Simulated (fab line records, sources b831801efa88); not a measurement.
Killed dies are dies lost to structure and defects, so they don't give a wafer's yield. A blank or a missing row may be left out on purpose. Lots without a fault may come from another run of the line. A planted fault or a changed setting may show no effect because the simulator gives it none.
fab line records | flow sky130
record lots=24 wafers=72 last_day=50
route steps=708 shown FIELD_ISO@16 METAL2@484 VIA2@510 CAPM@537 VIA3@593
lots that met no fault: from a run of the same line without faults
start_h: hours from the record's first day to the start of the lot's first wafer shown | wait_h: hours since the lot's step before | " the same as in the row above | L1.1+2: a row that stands for several wafers | - no value, or no start given | * or withheld: withheld | < > ~ a bound
route shown NAME@n: a module of which the file shows steps, and the number in the route of the first | usual: mean/standard deviation of fault-free wafers | same: alike in all rows | chamber/n: place in a boat | sites: the reading at each site | _std_site: their standard deviation | _edge_site: outer sites' mean less inner sites' | radius_mm: how far each site lies from the wafer's centre | mask NAME#n: copy n | behind: the tool/chamber that last shaped the wafer | hold: why the lot was held/for how many hours/how that ended | device: the transistor (n, p or np) that didn't switch | end of line: the same wafers' tests at the end of the route | a step without rows: its recipe alone | killed: dies lost to structure and defects at the first sort, not the wafer's yield | map: a wafer's dies, x killed, . not, _ none there
set.NAME: the setting as run; set.NAME@STEP: as run at that earlier step | model.NAME: the simulator's own value behind a step, which no gauge read
steps of the route over a sample of lots; a table a step, a row a wafer
services: from which hour (start_h, from the record's first day; less than 0 if before it) a tool's chamber was out of use, for how many hours, and why
## steps
# step SKY_FIELD_ISO_ETCH_15
# recipe chemistry=CHF3/O2 target_depth_nm=180 stop_on=Si source_w=600 bias_w=200 pressure_mtorr=40 chf3_flow_sccm=50 O2_flow_sccm=5 time_s=72
# usual drypump_motor_current_A=5.7/0.39 oes_product_au=0.948/0.0071 throttle_valve_pct=8.845/0.0083
# columns lot.wafer tool chamber start_h wait_h drypump_motor_current_A oes_product_au rf_hours_counter_h throttle_valve_pct
L074.1 rie_diel-01 0 29.48 0.0 5.7 0.950 69 8.844
L074.3 " 3 " " 5.5 0.947 23 8.859
L074.6 " 1 " " 5.5 0.955 - 8.856
L075.2 rie_diel-03 2 33.78 0.0 5.9 0.962 7 8.843
L075.5 " 0 " " 5.0 0.959 - 8.844
L075.6 " 1 " " 5.0 0.957 - 8.840
L076.2 rie_diel-04 2 39.41 0.0 5.7 0.940 48 8.832
L076.3 " 1 " " 6.3 0.940 85 8.846
L076.4 " 2 " " 5.7 0.948 - 8.836
L077.3 rie_diel-03 3 45.98 0.0 5.5 0.943 49 8.832
L077.5 " 0 " " 5.0 0.943 - 8.835
L077.6 " 3 " " 5.5 0.929 - 8.831
L078.2 rie_diel-01 3 50.01 0.0 5.5 0.960 24 8.856
L078.3 " 0 " " 5.7 0.952 69 8.848
L078.6 " 2 " " 6.3 0.952 - 8.842
L079.1 rie_diel-03 2 55.63 0.0 5.9 0.940 7 8.858
L079.3 " 3 " " 5.5 0.953 50 8.848
L079.5 " 1 " " 5.0 0.941 - 8.841
L080.3 rie_diel-01 1 60.33 0.0 5.5 0.945 - 8.840
L080.4 " 2 " " 6.3 0.941 - 8.842
L080.5 " 2 " " 6.3 0.933 - 8.842
L081.2 rie_diel-01 0 67.68 0.0 5.7 0.952 69 8.850
L081.4 " 1 " " 5.5 0.950 - 8.851
L081.5 " 0 " " 5.7 0.952 - 8.837
L082.2 rie_diel-03 3 69.43 0.0 5.5 0.944 50 8.867
L082.3 " 2 " " 5.9 0.949 7 8.843
L082.6 " 1 " " 5.0 0.938 - 8.848
L083.2 rie_diel-04 2 75.66 0.0 5.7 0.951 49 8.859
L083.5 " 1 " " 6.3 0.942 - 8.836
L083.6 " 0 " " 5.7 0.946 - 8.850
L084.1 rie_diel-01 3 80.83 0.0 5.5 0.944 24 8.860
L084.2 " 2 " " 6.3 0.949 83 8.842
L084.3 " 0 " " 5.7 0.958 69 8.849
L085.3 rie_diel-01 1 86.31 0.0 5.4 0.945 31 8.853
L085.5 " 1 " " 5.5 0.945 - 8.860
L085.6 " 2 " " 6.3 0.947 - 8.843
L086.1 rie_diel-03 1 93.03 0.0 5.0 0.934 121 8.839
L086.3 " 2 " " 5.9 0.939 8 8.840
L086.5 " 2 " " 5.8 0.937 - 8.841
L087.1 rie_diel-01 2 98.23 0.0 6.3 0.954 83 8.841
L087.4 " 0 " " 5.7 0.947 70 8.848
L087.5 " 2 " " 6.3 0.953 - 8.847
L088.1 rie_diel-03 3 102.58 0.0 5.6 0.945 51 8.832
L088.2 " 2 " " 5.8 0.950 8 8.845
L088.6 " 3 " " 5.6 0.955 - 8.838
L089.1 rie_diel-04 0 106.03 0.0 5.7 0.946 111 8.837
L089.2 " 3 " " 5.9 0.950 29 8.852
L089.5 " 1 " " 6.3 0.942 - 8.838
L090.1 rie_diel-01 3 112.08 0.0 5.5 0.960 24 8.845
L090.4 " 1 " " 5.4 0.955 - 8.853
L090.5 " 3 " " 5.5 0.953 - 8.849
L091.2 rie_diel-01 2 118.23 0.0 6.3 0.951 83 8.852
L091.5 " 3 " " 5.5 0.954 - 8.846
L091.6 " 0 " " 5.7 0.951 - 8.867
L092.1 rie_diel-04 1 122.48 0.0 6.3 0.938 87 8.855
L092.3 " 2 " " 5.7 0.943 50 8.846
L092.5 " 3 " " 5.9 0.943 - 8.849
L093.3 rie_diel-01 1 128.16 0.0 5.5 0.954 31 8.847
L093.4 " 2 " " 6.3 0.944 84 8.856
L093.6 " 0 " " 5.7 0.947 - 8.845
L094.1 rie_diel-04 1 132.18 0.0 6.3 0.933 87 8.835
L094.2 " 2 " " 5.7 0.953 50 8.837
L094.6 " 1 " " 6.3 0.933 - 8.843
L095.2 rie_diel-03 2 138.86 0.0 5.9 0.946 9 8.840
L095.4 " 3 " " 5.5 0.948 51 8.849
L095.6 " 3 " " 5.5 0.943 - 8.849
L096.1 rie_diel-04 0 145.08 0.0 5.7 0.957 112 8.856
L096.4 " 3 " " 5.9 0.951 30 8.855
L096.6 " 1 " " 6.3 0.953 - 8.852
L097.1 rie_diel-04 2 151.23 0.0 5.7 0.946 51 8.851
L097.2 " 3 " " 5.9 0.948 30 8.840
L097.6 " 1 " " 6.3 0.950 - 8.848
# step SKY_METAL2_SPUTTER_01
# recipe material=TiN target_thk_nm=20 power_w=6500 time_s=16.7 chamber_pressure_pa=0.4
# usual throttle_valve_pct=30.1/1
# columns lot.wafer tool chamber start_h wait_h throttle_valve_pct
L074.1 pvd_sputter-04 - 804.51 0.0 30.2
L074.3 " - " " 29.8
L074.6 " - " " 30.2
L075.2 pvd_sputter-04 - 806.37 0.0 29.6
L075.5 " - " " 32.0
L075.6 " - " " 29.7
L076.2 pvd_sputter-03 - 818.96 0.0 30.1
L076.3 " - " " 29.2
L076.4 " - " " 31.3
L077.3 pvd_sputter-02 - 822.36 0.0 29.5
L077.5 " - " " 31.3
L077.6 " - " " 29.8
L078.2 pvd_sputter-03 - 829.39 0.0 28.7
L078.3 " - " " 31.5
L078.6 " - " " 31.9
L079.1 pvd_sputter-03 - 840.09 0.0 30.1
L079.3 " - " " 28.8
L079.5 " - " " 30.0
L080.3 pvd_sputter-04 - 856.35 0.0 30.4
L080.4 " - " " 30.0
L080.5 " - " " 29.8
L081.2 pvd_sputter-03 - 860.79 0.0 31.8
L081.4 " - " " 28.9
L081.5 " - " " 29.3
L082.2 pvd_sputter-02 - 862.81 0.0 28.9
L082.3 " - " " 31.2
L082.6 " - " " 29.8
L083.2 pvd_sputter-04 - 868.60 0.0 31.9
L083.5 " - " " 30.5
L083.6 " - " " 29.8
L084.1 pvd_sputter-02 - 881.22 0.0 28.9
L084.2 " - " " 31.5
L084.3 " - " " 29.8
L085.3 pvd_sputter-03 - 886.83 0.0 28.6
L085.5 " - " " 30.4
L085.6 " - " " 29.0
L086.1 pvd_sputter-03 - 892.69 0.0 31.6
L086.3 " - " " 28.9
L086.5 " - " " 28.8
L087.1 pvd_sputter-04 - 906.77 0.0 29.8
L087.4 " - " " 32.0
L087.5 " - " " 29.3
L088.1 pvd_sputter-04 - 907.17 0.0 30.4
L088.2 " - " " 30.1
L088.6 " - " " 29.3
L089.1 pvd_sputter-03 - 919.26 0.0 28.7
L089.2 " - " " 31.6
L089.5 " - " " 30.2
L090.1 pvd_sputter-04 - 924.61 0.0 31.9
L090.4 " - " " 29.3
L090.5 " - " " 30.2
L091.2 pvd_sputter-03 - 929.34 0.0 28.7
L091.5 " - " " 28.9
L091.6 " - " " 31.8
L092.1 pvd_sputter-02 - 938.36 0.0 29.5
L092.3 " - " " 29.5
L092.5 " - " " 28.8
L093.3 pvd_sputter-04 - 943.20 0.0 30.5
L093.4 " - " " 29.9
L093.6 " - " " 30.1
L094.1 pvd_sputter-02 - 950.35 0.0 29.7
L094.2 " - " " 29.1
L094.6 " - " " 29.6
L095.2 pvd_sputter-03 - 959.09 0.0 31.8
L095.4 " - " " 28.8
L095.6 " - " " 29.2
L096.1 pvd_sputter-02 - 966.76 0.0 29.5
L096.4 " - " " 29.2
L096.6 " - " " 29.9
L097.1 pvd_sputter-03 - 971.53 0.0 29.4
L097.2 " - " " 30.1
L097.6 " - " " 31.7
# step SKY_METAL2_ETCH_18
# recipe chemistry=N2/H2 target=BARC ion_energy_ev=200 bias_w=100 pressure_mtorr=30 n2_flow_sccm=100 h2_flow_sccm=200 icp_w=500 stop_on=SiO2 time_s=45.9 target_depth_a=600
# usual drypump_motor_current_A=5.9/0.42 oes_product_au=0.854/0.0043 throttle_valve_pct=13.226/0.0099
# columns lot.wafer tool chamber start_h wait_h drypump_motor_current_A oes_product_au rf_hours_counter_h throttle_valve_pct
L074.1 rie_metal-01 1 831.06 0.0 5.3 0.856 10 13.238
L074.3 " 0 " " 6.6 0.860 - 13.225
L074.6 " 0 " " 6.6 0.854 - 13.235
L075.2 rie_metal-04 0 833.25 0.0 6.1 0.857 5 13.218
L075.5 " 1 " " 5.6 0.854 - 13.230
L075.6 " 0 " " 6.1 0.850 - 13.220
L076.2 rie_metal-01 0 845.65 0.0 6.6 0.851 2 13.237
L076.3 " 0 " " 6.6 0.850 - 13.222
L076.4 " 1 " " 5.4 0.853 - 13.236
L077.3 rie_metal-04 1 848.66 0.0 5.6 0.851 - 13.221
L077.5 " 1 " " 5.6 0.853 - 13.233
L077.6 " 0 " " 6.1 0.851 - 13.224
L078.2 rie_metal-01 1 855.94 0.0 5.4 0.852 11 13.217
L078.3 " 0 " " 6.6 0.858 - 13.220
L078.6 " 0 " " 6.6 0.857 - 13.220
L079.1 rie_metal-03 1 865.62 0.1 6.2 0.858 17 13.228
L079.3 " 1 " " 6.2 0.853 - 13.232
L079.5 " 1 " " 6.2 0.865 - 13.223
L080.3 rie_metal-04 0 883.02 0.0 6.1 0.851 - 13.221
L080.4 " 1 " " 5.6 0.854 - 13.221
L080.5 " 1 " " 5.6 0.847 - 13.203
L081.2 rie_metal-03 0 886.86 0.0 5.7 0.853 4 13.224
L081.4 " 0 " " 5.7 0.853 - 13.226
L081.5 " 0 " " 5.7 0.854 - 13.208
L082.2 rie_metal-04 0 889.36 0.0 6.1 0.859 8 13.237
L082.3 " 1 " " 5.6 0.853 - 13.221
L082.6 " 1 " " 5.6 0.856 - 13.205
L083.2 rie_metal-01 1 895.34 0.0 5.4 0.852 13 13.222
L083.5 " 1 " " 5.3 0.862 - 13.221
L083.6 " 0 " " 6.6 0.855 - 13.226
L084.1 rie_metal-04 0 907.50 0.0 6.1 0.852 8 13.231
L084.2 " 1 " " 5.6 0.858 10 13.233
L084.3 " 1 " " 5.6 0.862 - 13.221
L085.3 rie_metal-01 0 912.76 0.0 6.6 0.859 - 13.225
L085.5 " 0 " " 6.6 0.856 - 13.233
L085.6 " 1 " " 5.4 0.857 - 13.226
L086.1 rie_metal-03 0 919.09 0.1 5.7 0.858 5 13.228
L086.3 " 0 " " 5.7 0.855 - 13.224
L086.5 " 0 " " 5.7 0.849 - 13.224
L087.1 rie_metal-04 1 932.81 0.0 5.6 0.858 12 13.229
L087.4 " 0 " " 6.1 0.854 - 13.234
L087.5 " 1 " " 5.6 0.849 - 13.217
L088.1 rie_metal-01 1 933.20 0.0 5.3 0.858 15 13.241
L088.2 " 0 " " 6.6 0.852 6 13.229
L088.6 " 0 " " 6.6 0.843 - 13.224
L089.1 rie_metal-04 0 945.11 0.0 6.1 0.861 10 13.237
L089.2 " 1 " " 5.6 0.860 12 13.218
L089.5 " 0 " " 6.1 0.856 - 13.208
L090.1 rie_metal-04 0 950.66 0.0 6.1 0.855 11 13.218
L090.4 " 0 " " 6.1 0.851 - 13.223
L090.5 " 0 " " 6.1 0.850 - 13.204
L091.2 rie_metal-01 1 954.49 0.0 5.3 0.853 16 13.226
L091.5 " 0 " " 6.6 0.855 - 13.209
L091.6 " 1 " " 5.4 0.856 - 13.234
L092.1 rie_metal-04 1 964.09 0.0 5.6 0.853 13 13.233
L092.3 " 0 " " 6.1 0.854 - 13.253
L092.5 " 1 " " 5.6 0.862 - 13.236
L093.3 rie_metal-01 1 968.52 0.0 5.3 0.843 - 13.209
L093.4 " 0 " " 6.6 0.847 - 13.231
L093.6 " 0 " " 6.6 0.850 - 13.235
L094.1 rie_metal-03 1 976.00 0.0 6.1 0.849 2 13.224
L094.2 " 0 " " 5.7 0.855 9 13.240
L094.6 " 0 " " 5.7 0.851 - 13.256
L095.2 rie_metal-01 1 983.19 0.0 5.4 0.855 17 13.222
L095.4 " 1 " " 5.3 0.859 - 13.221
L095.6 " 1 " " 5.4 0.855 - 13.225
L096.1 rie_metal-04 1 991.65 0.0 5.6 0.853 15 13.229
L096.4 " 1 " " 5.6 0.856 - 13.215
L096.6 " 0 " " 6.1 0.858 - 13.230
L097.1 rie_metal-04 0 995.54 0.0 6.1 0.853 13 13.206
L097.2 " 1 " " 5.6 0.852 15 13.236
L097.6 " 0 " " 6.1 0.856 - 13.234
# step SKY_VIA2_BOW_MEAS_03
# recipe mode=bow
# usual VIA2_BOW=86/7.5
# columns lot.wafer tool chamber start_h wait_h VIA2_BOW[um]
L074.1 film_metro-04 - 832.29 0.1 88
L074.3 " - " " 88
L074.6 " - " " 92
L075.2 film_metro-04 - 834.53 0.3 91
L075.5 " - " " 86
L075.6 " - " " 89
L076.2 film_metro-03 - 846.94 0.3 85
L076.3 " - " " 82
L076.4 " - " " 77
L077.3 film_metro-02 - 849.91 0.2 80
L077.5 " - " " 83
L077.6 " - " " 85
L078.2 film_metro-04 - 857.19 0.1 89
L078.3 " - " " 85
L078.6 " - " " 79
L079.1 film_metro-02 - 867.04 0.1 85
L079.3 " - " " 90
L079.5 " - " " 73
L080.3 film_metro-03 - 884.31 0.1 86
L080.4 " - " " 79
L080.5 " - " " 84
L081.2 film_metro-02 - 888.11 0.3 85
L081.4 " - " " 90
L081.5 " - " " 79
L082.2 film_metro-02 - 890.61 0.3 88
L082.3 " - " " 66
L082.6 " - " " 75
L083.2 film_metro-04 - 896.60 0.3 89
L083.5 " - " " 82
L083.6 " - " " 71
L084.1 film_metro-04 - 908.78 0.2 78
L084.2 " - " " 71
L084.3 " - " " 90
L085.3 film_metro-02 - 914.37 0.2 76
L085.5 " - " " 87
L085.6 " - " " 85
L086.1 film_metro-04 - 920.51 0.2 109
L086.3 " - " " 88
L086.5 " - " " 86
L087.1 film_metro-03 - 934.09 0.2 99
L087.4 " - " " 78
L087.5 " - " " 90
L088.1 film_metro-03 - 934.52 0.2 98
L088.2 " - " " 85
L088.6 " - " " 85
L089.1 film_metro-02 - 946.34 0.1 95
L089.2 " - " " 77
L089.5 " - " " 86
L090.1 film_metro-04 - 951.89 0.1 98
L090.4 " - " " 88
L090.5 " - " " 80
L091.2 film_metro-04 - 955.93 0.2 80
L091.5 " - " " 84
L091.6 " - " " 75
L092.1 film_metro-04 - 965.76 0.1 73
L092.3 " - " " 86
L092.5 " - " " 95
L093.3 film_metro-02 - 969.86 0.2 92
L093.4 " - " " 93
L093.6 " - " " 97
L094.1 film_metro-04 - 977.33 0.1 89
L094.2 " - " " 88
L094.6 " - " " 82
L095.2 film_metro-03 - 984.54 0.1 90
L095.4 " - " " 90
L095.6 " - " " 87
L096.1 film_metro-04 - 992.88 0.2 93
L096.4 " - " " 92
L096.6 " - " " 83
L097.1 film_metro-04 - 997.26 0.1 83
L097.2 " - " " 88
L097.6 " - " " 82
# step SKY_CAPM_CVD_00
# recipe material=SiO2 target_thk_nm=15.5 temp_c=400 time_s=withheld rf_w=450
# usual heater_power_w=703/79 susceptor_temp_C=400.00/0.22
# columns lot.wafer tool chamber start_h wait_h heater_power_w susceptor_temp_C
L074.1 pecvd-04 2 860.79 0.0 773 399.70
L074.3 " 0 " " 663 399.85
L074.6 " 1 " " 732 400.22
L075.2 pecvd-04 0 862.02 0.0 635 400.38
L075.5 " 2 " " 649 400.24
L075.6 " 0 " " 644 399.79
L076.2 pecvd-02 0 874.24 0.0 597 399.86
L076.3 " 2 " " 778 399.89
L076.4 " 2 " " 766 399.62
L077.3 pecvd-04 2 877.50 0.0 714 399.75
L077.5 " 0 " " 580 399.78
L077.6 " 2 " " 736 400.22
L078.2 pecvd-04 1 885.41 0.0 651 399.92
L078.3 " 2 " " 805 400.20
L078.6 " 1 " " 658 400.08
L079.1 pecvd-03 2 894.49 0.0 838 399.97
L079.3 " 1 " " 630 399.97
L079.5 " 1 " " 614 399.73
L080.3 pecvd-04 0 911.93 0.0 664 400.05
L080.4 " 1 " " 733 399.82
L080.5 " 2 " " 642 399.44
L081.2 pecvd-03 0 915.27 0.0 843 399.93
L081.4 " 1 " " 753 399.74
L081.5 " 2 " " 761 399.92
L082.2 pecvd-04 2 917.93 0.0 656 399.90
L082.3 " 1 " " 780 399.63
L082.6 " 2 " " 658 400.06
L083.2 pecvd-02 0 924.28 0.0 573 399.71
L083.5 " 2 " " 791 399.89
L083.6 " 0 " " 568 400.17
L084.1 pecvd-04 1 935.86 0.0 742 400.03
L084.2 " 2 " " 782 399.93
L084.3 " 0 " " 642 399.89
L085.3 pecvd-02 0 941.67 0.0 617 399.79
L085.5 " 2 " " 646 400.05
L085.6 " 0 " " 623 400.11
L086.1 pecvd-03 2 947.17 0.0 715 399.77
L086.3 " 1 " " 700 399.77
L086.5 " 1 " " 705 400.28
L087.1 pecvd-04 0 960.37 0.0 581 399.97
L087.4 " 0 " " 593 399.49
L087.5 " 1 " " 719 400.13
L088.1 pecvd-02 2 960.71 0.0 787 400.24
L088.2 " 1 " " 820 400.11
L088.6 " 0 " " 555 400.11
L089.1 pecvd-04 0 972.63 0.0 648 400.03
L089.2 " 2 " " 783 400.15
L089.5 " 2 " " 775 400.29
L090.1 pecvd-02 1 978.12 0.0 720 400.15
L090.4 " 2 " " 744 400.26
L090.5 " 1 " " 700 400.19
L091.2 pecvd-04 0 982.25 0.0 608 400.02
L091.5 " 0 " " 613 400.10
L091.6 " 2 " " 657 400.37
L092.1 pecvd-04 2 991.90 0.0 758 400.16
L092.3 " 1 " " 687 399.71
L092.5 " 0 " " 663 399.95
L093.3 pecvd-03 0 995.30 0.0 794 400.21
L093.4 " 1 " " 626 399.84
L093.6 " 0 " " 802 399.91
L094.1 pecvd-03 0 1002.99 0.0 816 400.20
L094.2 " 2 " " 716 400.54
L094.6 " 0 " " 847 400.15
L095.2 pecvd-02 0 1009.75 0.0 601 400.16
L095.4 " 0 " " 605 400.17
L095.6 " 2 " " 781 400.19
L096.1 pecvd-02 0 1019.08 0.0 642 399.60
L096.4 " 2 " " 745 399.93
L096.6 " 0 " " 633 399.57
L097.1 pecvd-04 0 1021.74 0.0 559 400.28
L097.2 " 2 " " 693 400.48
L097.6 " 0 " " 574 399.87
# step SKY_VIA3_SPUTTER_20
# recipe material=TiN target_thk_nm=20 chamber_pressure_pa=5 power_w=4000 time_s=80
# usual throttle_valve_pct=30.2/1.1
# columns lot.wafer tool chamber start_h wait_h throttle_valve_pct
L074.1 pvd_sputter-04 - 940.68 0.0 29.9
L074.3 " - " " 30.0
L074.6 " - " " 29.1
L075.2 pvd_sputter-04 - 942.21 0.0 29.2
L075.5 " - " " 32.0
L075.6 " - " " 30.1
L076.2 pvd_sputter-03 - 952.91 0.0 31.7
L076.3 " - " " 30.1
L076.4 " - " " 29.2
L077.3 pvd_sputter-02 - 957.69 0.0 29.8
L077.5 " - " " 29.4
L077.6 " - " " 31.4
L078.2 pvd_sputter-04 - 963.58 0.0 30.2
L078.3 " - " " 29.9
L078.6 " - " " 29.5
L079.1 pvd_sputter-03 - 973.24 0.0 30.1
L079.3 " - " " 29.2
L079.5 " - " " 31.9
L080.3 pvd_sputter-03 - 988.98 0.0 31.8
L080.4 " - " " 29.2
L080.5 " - " " 31.6
L081.2 pvd_sputter-04 - 993.12 0.0 31.9
L081.4 " - " " 29.9
L081.5 " - " " 29.9
L082.2 pvd_sputter-04 - 994.40 0.0 29.3
L082.3 " - " " 30.3
L082.6 " - " " 31.8
L083.2 pvd_sputter-03 - 1000.59 0.0 29.5
L083.5 " - " " 29.0
L083.6 " - " " 29.0
L084.1 pvd_sputter-04 - 1011.60 0.0 29.3
L084.2 " - " " 30.4
L084.3 " - " " 31.7
L085.3 pvd_sputter-03 - 1017.96 0.0 31.6
L085.5 " - " " 31.4
L085.6 " - " " 30.0
L086.1 pvd_sputter-04 - 1021.59 0.0 29.8
L086.3 " - " " 32.0
L086.5 " - " " 30.0
L087.1 pvd_sputter-04 - 1038.57 0.0 30.5
L087.4 " - " " 29.6
L087.5 " - " " 31.8
L088.1 pvd_sputter-03 - 1038.78 0.0 31.8
L088.2 " - " " 29.2
L088.6 " - " " 28.7
L089.1 pvd_sputter-02 - 1044.23 0.0 30.0
L089.2 " - " " 29.0
L089.5 " - " " 29.7
L090.1 pvd_sputter-04 - 1049.92 0.0 29.7
L090.4 " - " " 31.7
L090.5 " - " " 30.6
L091.2 pvd_sputter-04 - 1062.03 0.0 29.1
L091.5 " - " " 31.8
L091.6 " - " " 30.0
L092.1 pvd_sputter-03 - 1065.33 0.0 30.2
L092.3 " - " " 29.2
L092.5 " - " " 29.4
L093.3 pvd_sputter-03 - 1066.59 0.0 29.7
L093.4 " - " " 29.4
L093.6 " - " " 29.3
L094.1 pvd_sputter-03 - 1071.05 0.0 28.9
L094.2 " - " " 31.9
L094.6 " - " " 31.7
L095.2 pvd_sputter-03 - 1076.86 0.0 29.0
L095.4 " - " " 30.2
L095.6 " - " " 28.9
L096.1 pvd_sputter-02 - 1089.01 0.0 29.8
L096.4 " - " " 29.0
L096.6 " - " " 29.6
L097.1 pvd_sputter-03 - 1091.27 0.0 28.9
L097.2 " - " " 29.3
L097.6 " - " " 31.7
## services
# columns tool chamber start_h hours kind
pecvd-04 - 46.49 2.4 repair
pecvd-04 0 77.38 4.2 repair
pvd_sputter-04 - 89.73 9.9 repair
pecvd-04 - 184.79 2.8 pm
pecvd-04 1 272.20 9.5 repair
pvd_sputter-03 - 273.71 3.4 repair
pecvd-04 2 297.50 6.2 repair
pvd_sputter-03 - 298.79 10.4 repair
pvd_sputter-04 - 343.46 1.4 repair
pecvd-04 - 347.84 6.0 pm
pvd_sputter-03 - 395.34 5.3 repair
pecvd-04 2 525.79 18.5 repair
pvd_sputter-03 - 570.14 0.6 repair
pvd_sputter-03 - 593.80 2.0 repair
pecvd-04 - 607.00 1.0 repair
pvd_sputter-04 - 614.52 4.9 repair
pvd_sputter-04 - 679.11 2.3 repair
pecvd-04 - 739.45 0.7 repair
pecvd-04 1 746.18 6.9 repair
pvd_sputter-03 - 764.37 10.1 repair
pvd_sputter-04 - 850.48 5.6 repair
pecvd-04 - 907.96 1.6 repair
pvd_sputter-04 - 1053.87 1.9 repair
pvd_sputter-03 - 1072.59 3.6 repair
## key
fault none
